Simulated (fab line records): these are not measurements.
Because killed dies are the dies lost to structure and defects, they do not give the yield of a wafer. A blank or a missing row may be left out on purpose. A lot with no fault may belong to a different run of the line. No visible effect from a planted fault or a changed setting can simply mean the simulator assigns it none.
fab line records	flow sky130
record: lots: 13	wafers: 37	lastDay: 50
route steps=708 shown LOCAL_INTERCONNECT@389 METAL1@440 VIA1@458
lots with no fault: from the same line, run without faults
startH: the number of hours between the record's first day and the start of the first shown wafer of the lot	waitH: hours from the lot's prior step to this one	" same as the row above	L1.1+2: a single row standing in for several wafers	- value missing, or start not given	* or withheld: withheld	< > ~ a bound
route shown NAME@n: NAME is a module with steps in the file, n the number in the route of the first one	usual: mean and standard deviation over wafers with no fault	same: alike in all rows	chamber/n: place in a boat	sites: readings site by site	_std_site: standard deviation across them	_edge_site: outer sites' mean less inner sites'	radiusMm: how far each site lies from the wafer's centre	mask NAME#n: copy n	behind: the tool/chamber that last shaped the wafer	hold: why the lot went on hold/how many hours it stayed there/how the hold came to an end	device: names the non-switching transistor (n, p or np)	end of line: the tests these same wafers got at the end of their route	where a step has no rows: the recipe by itself	killed: count of dies lost to structure and defects at first sort (not the wafer's yield)	map: the dies of a wafer, with x for killed, . for not killed, _ for no die there
set.NAME: the setting as run; set.NAME@STEP: as run at that earlier step	model.NAME: the simulator's own value behind a step, which no gauge read
the route's steps for a sample of lots (tables are steps, rows are wafers)
services: a tool's chamber out of use, with start hour (startH, from the record's first day; less than 0 if before it), hours out, and reason
== steps ==
step: SKY_LOCAL_INTERCONNECT_THK_MEAS_02
recipe: thkMeasGauge: xrf	reads: TiN_of_LOCAL_INTERCONNECT_SPUTTER_00
usual: LOCAL_INTERCONNECT_TIN_THK: 99.6/1.1
lot.wafer	tool	chamber	startH	waitH	LOCAL_INTERCONNECT_TIN_THK[nm]
L394.1	filmMetro-01	-	699.44	0.1	99.6
L394.4	"	-	"	"	99.5
L394.5	"	-	"	"	99.4
L397.3	filmMetro-02	-	729.30	0.1	100.3
L397.4	"	-	"	"	100.6
L397.6	"	-	"	"	99.3
L399.1	filmMetro-02	-	738.49	0.1	99.8
L403.1	filmMetro-02	-	765.14	0.1	99.2
L403.5	"	-	"	"	99.8
L403.6	"	-	"	"	99.0
L406.1	filmMetro-01	-	790.46	0.1	100.2
L406.5	"	-	"	"	98.5
L406.6	"	-	"	"	100.4
L407.1	filmMetro-01	-	794.38	0.1	99.3
L407.3	"	-	"	"	98.9
L407.6	"	-	"	"	98.4
L408.3	filmMetro-01	-	804.81	0.1	100.2
L408.4	"	-	"	"	101.2
L408.6	"	-	"	"	100.5
L409.1	filmMetro-01	-	813.12	0.1	98.9
L409.4	"	-	"	"	98.8
L409.5	"	-	"	"	99.5
L410.2	filmMetro-03	-	817.38	0.1	99.5
L410.5	"	-	"	"	98.4
L410.6	"	-	"	"	98.9
L411.1	filmMetro-01	-	836.39	0.1	99.8
L411.2	"	-	"	"	100.2
L411.6	"	-	"	"	99.3
L412.1	filmMetro-01	-	851.14	0.1	99.8
L412.4	"	-	"	"	99.5
L412.6	"	-	"	"	100.7
L414.3	filmMetro-01	-	853.68	0.1	100.0
L414.5	"	-	"	"	100.1
L414.6	"	-	"	"	99.2
L413.2	filmMetro-02	-	854.55	0.1	98.5
L413.5	"	-	"	"	98.6
L413.6	"	-	"	"	99.2
step: SKY_METAL1_THK_MEAS_06
recipe: thkMeasGauge: xrf	reads: AlCu_of_METAL1_SPUTTER_02
usual: METAL1_ALCU_THK: 248/3.7
lot.wafer	tool	chamber	startH	waitH	METAL1_ALCU_THK[nm]
L394.1	filmMetro-02	-	756.73	0.1	250
L394.4	"	-	"	"	250
L394.5	"	-	"	"	252
L397.3	filmMetro-03	-	786.51	0.1	242
L397.4	"	-	"	"	242
L397.6	"	-	"	"	245
L399.1	filmMetro-02	-	795.59	0.1	251
L403.1	filmMetro-03	-	822.02	0.1	248
L403.5	"	-	"	"	243
L403.6	"	-	"	"	246
L406.1	filmMetro-04	-	846.27	0.1	247
L406.5	"	-	"	"	249
L406.6	"	-	"	"	247
L407.1	filmMetro-03	-	849.55	0.1	247
L407.3	"	-	"	"	245
L407.6	"	-	"	"	244
L408.3	filmMetro-02	-	859.58	0.1	255
L408.4	"	-	"	"	254
L408.6	"	-	"	"	255
L409.1	filmMetro-02	-	867.43	0.1	247
L409.4	"	-	"	"	247
L409.5	"	-	"	"	249
L410.2	filmMetro-02	-	872.40	0.1	254
L410.5	"	-	"	"	252
L410.6	"	-	"	"	251
L411.1	filmMetro-03	-	890.16	0.1	246
L411.2	"	-	"	"	246
L411.6	"	-	"	"	247
L412.1	filmMetro-04	-	904.69	0.1	247
L412.4	"	-	"	"	246
L412.6	"	-	"	"	248
L414.3	filmMetro-03	-	907.68	0.1	250
L414.5	"	-	"	"	251
L414.6	"	-	"	"	249
L413.2	filmMetro-03	-	909.28	0.1	248
L413.5	"	-	"	"	244
L413.6	"	-	"	"	246
step: SKY_VIA1_HDPCVD_00
recipe: material: SiO2	targetThkNm: 1030	sigmaOpenFrac: 0.3	timeS: 171.7	tempC: 400	sih4FlowSccm: 60	pressureMtorr: 6
usual: pressureMtorr: 6.000/0.011	runLengthS: 199.5/0.47
lot.wafer	tool	chamber	startH	waitH	pressureMtorr	runLengthS
L394.1	hdpcvd-01	1	783.81	0.0	5.995	199.2
L394.4	"	0	"	"	5.998	199.1
L394.5	"	1	"	"	5.997	199.2
L397.3	hdpcvd-01	0	813.91	0.0	6.020	180.2
L397.4	"	0	"	"	5.996	180.5
L397.6	"	1	"	"	6.018	199.3
L399.1	hdpcvd-01	1	822.46	0.0	6.016	199.7
L403.1	hdpcvd-02	1	849.04	0.0	5.995	199.4
L403.5	"	2	"	"	5.995	199.6
L403.6	"	0	"	"	6.011	199.2
L406.1	hdpcvd-01	2	873.38	0.0	5.997	200.0
L406.5	"	2	"	"	5.989	200.3
L406.6	"	0	"	"	6.001	199.0
L407.1	hdpcvd-01	1	876.34	0.0	6.002	199.7
L407.3	"	2	"	"	6.018	200.0
L407.6	"	1	"	"	5.985	199.5
L408.3	hdpcvd-02	0	885.58	0.1	5.995	199.5
L408.4	"	2	"	"	6.004	199.4
L408.6	"	0	"	"	6.020	199.7
L409.1	hdpcvd-02	1	893.27	0.0	6.001	199.4
L409.4	"	0	"	"	6.008	199.4
L409.5	"	1	"	"	6.011	199.9
L410.2	hdpcvd-02	1	898.36	0.0	5.998	199.6
L410.5	"	2	"	"	6.007	199.3
L410.6	"	0	"	"	5.988	199.5
L411.1	hdpcvd-01	2	915.57	0.0	6.005	200.6
L411.2	"	1	"	"	6.004	199.4
L411.6	"	1	"	"	6.017	199.4
L412.1	hdpcvd-02	2	930.35	0.0	5.997	199.1
L412.4	"	1	"	"	5.970	199.5
L412.6	"	0	"	"	5.994	199.0
L414.3	hdpcvd-02	2	932.96	0.0	5.996	199.5
L414.5	"	0	"	"	5.995	199.0
L414.6	"	2	"	"	6.006	199.3
L413.2	hdpcvd-01	1	935.29	0.0	6.001	199.2
L413.5	"	1	"	"	5.988	199.3
L413.6	"	2	"	"	6.025	200.1
step: SKY_VIA1_THK_MEAS_01
recipe: reads: SiO2_of_VIA1_HDPCVD_00
usual: VIA1_HDPCVD_THK: 1034/11
lot.wafer	tool	chamber	startH	waitH	VIA1_HDPCVD_THK[nm]
L394.1	filmMetro-01	-	783.93	0.1	1025
L394.4	"	-	"	"	1036
L394.5	"	-	"	"	1026
L397.3	filmMetro-04	-	814.05	0.1	930
L397.4	"	-	"	"	926
L397.6	"	-	"	"	1027
L399.1	filmMetro-03	-	822.58	0.1	1033
L403.1	filmMetro-04	-	849.16	0.1	1036
L403.5	"	-	"	"	1039
L403.6	"	-	"	"	1036
L406.1	filmMetro-03	-	873.49	0.1	1042
L406.5	"	-	"	"	1025
L406.6	"	-	"	"	1031
L407.1	filmMetro-01	-	876.46	0.1	1025
L407.3	"	-	"	"	1024
L407.6	"	-	"	"	1021
L408.3	filmMetro-04	-	885.71	0.1	1019
L408.4	"	-	"	"	1036
L408.6	"	-	"	"	1031
L409.1	filmMetro-04	-	893.39	0.1	1047
L409.4	"	-	"	"	1042
L409.5	"	-	"	"	1039
L410.2	filmMetro-03	-	898.48	0.1	1031
L410.5	"	-	"	"	1035
L410.6	"	-	"	"	1039
L411.1	filmMetro-04	-	915.68	0.1	1034
L411.2	"	-	"	"	1033
L411.6	"	-	"	"	1020
L412.1	filmMetro-03	-	930.47	0.1	1046
L412.4	"	-	"	"	1049
L412.6	"	-	"	"	1028
L414.3	filmMetro-03	-	933.09	0.1	1030
L414.5	"	-	"	"	1035
L414.6	"	-	"	"	1044
L413.2	filmMetro-01	-	935.41	0.1	1021
L413.5	"	-	"	"	1016
L413.6	"	-	"	"	1035
step: SKY_VIA1_SPUTTER_20
recipe: material: TiN	targetThkNm: 20	chamberPressurePa: 5	powerW: 4000	timeS: 80
usual: throttleValvePct: 30.1/1
lot.wafer	tool	chamber	startH	waitH	throttleValvePct
L394.1	pvdSputter-04	-	811.34	0.0	30.9
L394.4	"	-	"	"	31.0
L394.5	"	-	"	"	31.1
L397.3	pvdSputter-02	-	841.97	0.0	29.2
L397.4	"	-	"	"	28.9
L397.6	"	-	"	"	31.8
L399.1	pvdSputter-02	-	849.43	0.0	31.8
L403.1	pvdSputter-01	-	876.17	0.0	28.9
L403.5	"	-	"	"	31.4
L403.6	"	-	"	"	29.2
L406.1	pvdSputter-04	-	900.39	0.0	30.9
L406.5	"	-	"	"	31.1
L406.6	"	-	"	"	29.4
L407.1	pvdSputter-04	-	902.73	0.0	31.4
L407.3	"	-	"	"	31.0
L407.6	"	-	"	"	29.7
L408.3	pvdSputter-01	-	912.18	0.0	31.4
L408.4	"	-	"	"	29.0
L408.6	"	-	"	"	29.2
L409.1	pvdSputter-04	-	919.56	0.0	29.3
L409.4	"	-	"	"	31.3
L409.5	"	-	"	"	30.8
L410.2	pvdSputter-02	-	923.90	0.0	28.9
L410.5	"	-	"	"	28.6
L410.6	"	-	"	"	31.5
L411.1	pvdSputter-02	-	941.07	0.0	29.0
L411.2	"	-	"	"	31.6
L411.6	"	-	"	"	31.8
L412.1	pvdSputter-04	-	955.81	0.0	30.8
L412.4	"	-	"	"	31.0
L412.6	"	-	"	"	31.1
L414.3	pvdSputter-04	-	958.93	0.0	30.9
L414.5	"	-	"	"	31.1
L414.6	"	-	"	"	31.0
L413.2	pvdSputter-01	-	960.23	0.0	31.1
L413.5	"	-	"	"	31.2
L413.6	"	-	"	"	29.1
== services ==
tool	chamber	startH	hours	kind
hdpcvd-01	0	789.09	5.3	repair
pvdSputter-01	-	827.98	10.1	repair
pvdSputter-01	-	850.88	5.4	repair
hdpcvd-02	1	864.52	26.8	repair
pvdSputter-02	3	870.05	-	consumableReplace:kit
pvdSputter-02	3	870.05	18.0	scheduledDown
pvdSputter-02	3	870.05	18.0	ventCycle
pvdSputter-02	-	911.20	1.0	repair
hdpcvd-01	-	950.25	15.0	pm
hdpcvd-01	0	950.25	15.0	ventCycle
hdpcvd-01	1	950.25	15.0	ventCycle
hdpcvd-01	2	950.25	15.0	ventCycle
== key ==
firstSign: step: SKY_VIA1_HDPCVD_00	reading: runLengthS	direction: down	sigmas: 41	usual: *	struck: *
effect: step: SKY_VIA1_THK_MEAS_01	reading: VIA1_HDPCVD_THK	direction: down	sigmas: 10	usual: 1034	struck: 928
metAt SKY_VIA1_HDPCVD_00
struckLots L397
struckWafers L397.3,L397.4
notActingAt SKY_LOCAL_INTERCONNECT_THK_MEAS_02,SKY_METAL1_THK_MEAS_06,SKY_VIA1_SPUTTER_20
onsetBetween 783.81 813.91
fault: kind: processParameterDrift	tool: hdpcvd-01	chamber: -	onsetH: 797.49	steps: SKY_VIA1_HDPCVD_00	channel: timeS	offset: *	shape: step	endH: 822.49	scope: struckWafersOnly	actsIn: *	stated: *
